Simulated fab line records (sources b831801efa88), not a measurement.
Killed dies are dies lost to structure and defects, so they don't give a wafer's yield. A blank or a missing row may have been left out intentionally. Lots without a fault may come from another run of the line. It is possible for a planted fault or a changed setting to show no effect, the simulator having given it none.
Which tool did it?    flow sky130    18 wafers from 6 lots sampled at 3 of the route's 708 steps

## WHAT THE GAUGES SHOWED, per wafer
SKY_LDD_HVP_OVL_MEAS_07.
lot   measured      on          LDD_HVP_OVL (nm)
L490  day 23 08:13  overlay-01  -2.6 -0.3 0.3
L492  day 23 14:46  overlay-01  -1.9 -0.7 -1.8
L501  day 27 11:01  overlay-02  -1.2 -1.7 -0.6
L505  day 28 08:25  overlay-02  -0.6 -0.2 0.4
L507  day 29 00:04  overlay-02  -0.5 0.1 -0.5
L510  day 30 00:19  overlay-01  0.1 -0.5 -2.1

## TOOL THAT RAN EACH LOT (tool first, then ch and the chambers of the sampled wafers, then the start)
lot   SKY_VT_ADJUST_LVTN_STRIP_09           SKY_GATE_OXIDE_EXPOSE_07
L490  plasma-asher-01 ch 0,1, day 7 14:47   iline-stepper-01 ch 0, day 14 07:25
L492  plasma-asher-01 ch 0,1, day 8 04:38   iline-stepper-01 ch 0, day 15 01:32
L501  plasma-asher-03 ch 0,1, day 11 06:00  iline-stepper-01 ch 0, day 18 23:28
L505  plasma-asher-01 ch 0,1, day 12 05:39  iline-stepper-01 ch 0, day 19 23:58
L507  plasma-asher-01 ch 0,1, day 12 14:11  iline-stepper-01 ch 0, day 20 17:11
L510  plasma-asher-04 ch 0,1, day 13 13:53  iline-stepper-01 ch 0, day 21 16:09
- SKY_VT_ADJUST_LVTN_STRIP_09: strips in O2/N2.
- SKY_GATE_OXIDE_EXPOSE_07: exposes mask LVOM, target cd 600 nm.

## THE ANSWER, worked out from the rows above alone
Rule: the lots themselves supply what counts as usual. The widest of any qualifying gaps counts: lots, ordered by their means at a reading, are off when they make up no more than a third of the lots, leave a main group of 4 or more, and stand apart from it by 3 or more times the standard deviation of that group's means. A main group whose means are all the same, to the digits that the tables above print for the reading, isn't used. A lot without any number at a reading at which 4 lots or more have one is off too. Any other lot the step has rows for is counted as sound.
Nothing can be told from this: no lot is off at any reading shown.

## WHAT THE SIMULATOR HAD PUT IN
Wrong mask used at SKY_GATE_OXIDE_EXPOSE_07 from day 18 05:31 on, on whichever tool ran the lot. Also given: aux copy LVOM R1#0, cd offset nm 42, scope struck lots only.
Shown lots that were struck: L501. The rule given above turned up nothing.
